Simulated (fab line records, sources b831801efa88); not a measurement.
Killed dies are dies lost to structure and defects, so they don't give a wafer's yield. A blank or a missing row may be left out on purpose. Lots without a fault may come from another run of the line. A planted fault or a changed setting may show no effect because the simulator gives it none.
Which tool did it? | flow sky130 | 12 lots, 34 wafers sampled, at 6 steps of a route of 708

WHAT THE GAUGES READ, wafer by wafer
SKY_GATE_OXIDE_THK_MEAS_02. Usual: GATE_OXIDE_OXIDATION_00_THK 10.34 nm, standard deviation 0.22.
lot  | measured     | on            | GATE_OXIDE_OXIDATION_00_THK (nm) | flag
L928 | day 12 22:51 | film_metro-02 | 10.48 10.45 10.44                |
L931 | day 13 17:06 | film_metro-04 | 10.68 10.63 10.59                |
L932 | day 14 06:33 | film_metro-04 | 10.48 10.16 10.36                |
L933 | day 14 16:51 | film_metro-02 | 10.46 10.34 10.50                |
L935 | day 15 14:02 | film_metro-02 | 10.17 10.23 10.05                |
L936 | day 15 21:39 | film_metro-04 | 10.51 10.40 10.53                |
L940 | day 17 04:10 | film_metro-04 | 10.34 10.35                      |
L943 | day 18 06:34 | film_metro-02 | 10.54 10.38 10.47                |
L945 | day 18 17:36 | film_metro-02 | 10.28 10.09                      |
L949 | day 20 01:23 | film_metro-02 | 10.37 10.40 10.36                |
L950 | day 20 08:25 | film_metro-01 | 10.12 10.13 10.12                |
L951 | day 20 14:17 | film_metro-04 | 10.10 10.07 9.99                 |

SKY_POLY_GATE_OVL_MEAS_14. Usual: POLY_GATE_OVL -5 nm, standard deviation 5.2.
lot  | measured     | on         | POLY_GATE_OVL (nm) | flag
L928 | day 16 15:17 | overlay-01 | 4 0 -5             |
L931 | day 17 10:53 | overlay-01 | -15 -15 -18        |
L932 | day 18 02:32 | overlay-02 | -7 -2 -11          |
L933 | day 18 12:59 | overlay-02 | -1 2 1             |
L935 | day 19 11:44 | overlay-02 | -9 -9 -10          |
L936 | day 19 21:35 | overlay-02 | -4 -8 -7           |
L940 | day 21 04:12 | overlay-02 | -3 -10             |
L943 | day 22 06:10 | overlay-02 | -8 -9 -7           |
L945 | day 22 18:56 | overlay-01 | -6 0               |
L949 | day 24 00:38 | overlay-01 | -4 -3 -5           |
L950 | day 24 07:53 | overlay-01 | -4 -2 -2           |
L951 | day 24 14:41 | overlay-01 | 3 -7 -2            |

SKY_LDD_P_CD_MEAS_07: target cd 380 nm. Usual: cd_nm 380.8 nm, standard deviation 2.5.
lot  | measured     | on        | cd_nm (nm)        | flag
L928 | day 19 06:32 | cd_sem-01 | 382.5 384.7 386.4 |
L931 | day 20 02:46 | cd_sem-01 | 379.1 381.9 380.7 |
L932 | day 20 19:34 | cd_sem-01 | 378.3 374.9 377.6 |
L933 | day 21 06:46 | cd_sem-02 | 382.3 382.4 378.9 |
L935 | day 22 03:28 | cd_sem-02 | 381.4 382.4 381.9 |
L936 | day 22 13:26 | cd_sem-01 | 381.8 383.0 382.4 |
L940 | day 23 20:07 | cd_sem-02 | 376.5 376.5       |
L943 | day 24 20:22 | cd_sem-02 | - - -             | OFF
L945 | day 25 09:50 | cd_sem-01 | 381.0 382.3       |
L949 | day 26 13:13 | cd_sem-01 | 380.7 380.9 379.5 |
L950 | day 26 20:19 | cd_sem-02 | 380.9 381.5 380.6 |
L951 | day 27 03:14 | cd_sem-01 | 382.1 381.1 382.0 |

SKY_LDD_P_TW_MEAS_11. Usual: LDD_P_TW 633, standard deviation 4.5.
lot  | measured     | on            | LDD_P_TW          | flag
L928 | day 19 06:55 | film_metro-04 | 635 638 633       |
L931 | day 20 03:10 | film_metro-02 | 627 631 629       |
L932 | day 20 19:58 | film_metro-01 | 634 640 635       |
L933 | day 21 07:10 | film_metro-04 | 630 627 626       |
L935 | day 22 03:52 | film_metro-01 | 642 634 639       |
L936 | day 22 13:50 | film_metro-04 | 633 635 629       |
L940 | day 23 20:30 | film_metro-02 | 629 633           |
L943 | day 24 20:46 | film_metro-02 | 30 30 30 30 30 30 | OFF
L945 | day 25 10:14 | film_metro-04 | 628 626           |
L949 | day 26 13:37 | film_metro-01 | 643 640 645       |
L950 | day 26 20:43 | film_metro-02 | 636 634 636       |
L951 | day 27 03:38 | film_metro-02 | 636 636 632       |

WHICH TOOL RAN EACH LOT (tool, then ch and the chambers of the sampled wafers, then the start)
lot  | SKY_SONOS_ONO_STRIP_17               | SKY_LDD_P_EXPOSE_04
L928 | plasma_asher-03 ch 0, day 12 21:14   | iline_stepper-01 ch 0, day 18 15:05
L931 | plasma_asher-03 ch 1, day 13 15:29   | iline_stepper-01 ch 0, day 19 11:31
L932 | plasma_asher-03 ch 0,1, day 14 02:33 | iline_stepper-02 ch 0, day 20 05:18
L933 | plasma_asher-01 ch 0,1, day 14 11:53 | iline_stepper-01 ch 0, day 20 16:14
L935 | plasma_asher-03 ch 0,1, day 15 12:25 | iline_stepper-02 ch 0, day 21 12:16
L936 | plasma_asher-03 ch 0,1, day 15 18:55 | iline_stepper-01 ch 0, day 21 22:29
L940 | plasma_asher-04 ch 0,1, day 17 01:26 | iline_stepper-02 ch 0, day 23 05:38
L943 | plasma_asher-03 ch 0,1, day 18 02:13 | iline_stepper-01 ch 0, day 24 06:10
L945 | plasma_asher-03 ch 0, day 18 15:45   | iline_stepper-01 ch 0, day 24 19:16
L949 | plasma_asher-03 ch 1, day 19 23:46   | iline_stepper-01 ch 0, day 25 23:43
L950 | plasma_asher-03 ch 0,1, day 20 06:47 | iline_stepper-02 ch 0, day 26 05:51
L951 | plasma_asher-03 ch 0,1, day 20 11:38 | iline_stepper-01 ch 0, day 26 12:41
- SKY_SONOS_ONO_STRIP_17: strips in O2/N2.
- SKY_LDD_P_EXPOSE_04: exposes mask PSDM, target cd 380 nm.

WHAT THE TOOLS THEMSELVES READ (means of the sampled wafers that have a number; where no wafer has one, the mark that the record gives instead)
SKY_SONOS_ONO_STRIP_17. Usual: drypump_motor_current_A 5.71 A, standard deviation 0.3; oes_product_au 0.710 a.u., standard deviation 0.0043; strip_time_to_endpoint_s 14.10 s, standard deviation 0.045.
lot  | tool            | drypump_motor_current_A (A) | oes_product_au (a.u.) | strip_time_to_endpoint_s (s) | flag
L928 | plasma_asher-03 | 5.50                        | 0.706                 | 14.03                        |
L931 | plasma_asher-03 | 5.54                        | 0.710                 | 14.14                        |
L932 | plasma_asher-03 | 5.51                        | 0.710                 | 14.04                        |
L933 | plasma_asher-01 | 5.85                        | 0.711                 | 14.12                        |
L935 | plasma_asher-03 | 5.51                        | 0.711                 | 14.12                        |
L936 | plasma_asher-03 | 5.53                        | 0.711                 | 14.08                        |
L940 | plasma_asher-04 | 6.17                        | 0.714                 | 14.11                        |
L943 | plasma_asher-03 | 5.51                        | 0.715                 | 14.06                        |
L945 | plasma_asher-03 | 5.49                        | 0.710                 | 14.11                        |
L949 | plasma_asher-03 | 5.55                        | 0.714                 | 14.09                        |
L950 | plasma_asher-03 | 5.54                        | 0.711                 | 14.05                        |
L951 | plasma_asher-03 | 5.53                        | 0.710                 | 14.06                        |

SKY_LDD_P_EXPOSE_04. Usual: focus_offset_nm 0.1 nm, standard deviation 0.49.
lot  | tool             | focus_offset_nm (nm) | flag
L928 | iline_stepper-01 | 0.8                  |
L931 | iline_stepper-01 | -0.3                 |
L932 | iline_stepper-02 | 0.4                  |
L933 | iline_stepper-01 | 0.3                  |
L935 | iline_stepper-02 | 0.5                  |
L936 | iline_stepper-01 | -0.1                 |
L940 | iline_stepper-02 | 0.4                  |
L943 | iline_stepper-01 | 0.4                  |
L945 | iline_stepper-01 | 0.4                  |
L949 | iline_stepper-01 | 0.2                  |
L950 | iline_stepper-02 | 0.2                  |
L951 | iline_stepper-01 | -0.2                 |

THE ANSWER, worked out from the rows above alone
Rule: a lot is off if the mean of its wafers that have a number lies more than 3 standard deviations from the usual mean. A lot without any number at a reading at which 4 lots or more have one is off too. The other lots that the step has rows for count as sound. The gauges are gone through in route order, then the tools' own readings, and for those a lot's mean is taken as printed above. The first step at which some lot is off is used, and at that step the reading that is off furthest; a lot without a number counts as furthest.
Off: L943, at SKY_LDD_P_CD_MEAS_07 (cd_nm). Without a number there: L943.
A tool fits if, at a process step before that reading, it ran every lot that is off, and no sound lot after the first of them. The gauges at SKY_LDD_P_CD_MEAS_07 aren't tried: what is off there is off at SKY_LDD_P_TW_MEAS_11 too, on other tools, and a gauge's error can't cause that. None of those tried fits.

WHAT THE SIMULATOR HAD PUT IN
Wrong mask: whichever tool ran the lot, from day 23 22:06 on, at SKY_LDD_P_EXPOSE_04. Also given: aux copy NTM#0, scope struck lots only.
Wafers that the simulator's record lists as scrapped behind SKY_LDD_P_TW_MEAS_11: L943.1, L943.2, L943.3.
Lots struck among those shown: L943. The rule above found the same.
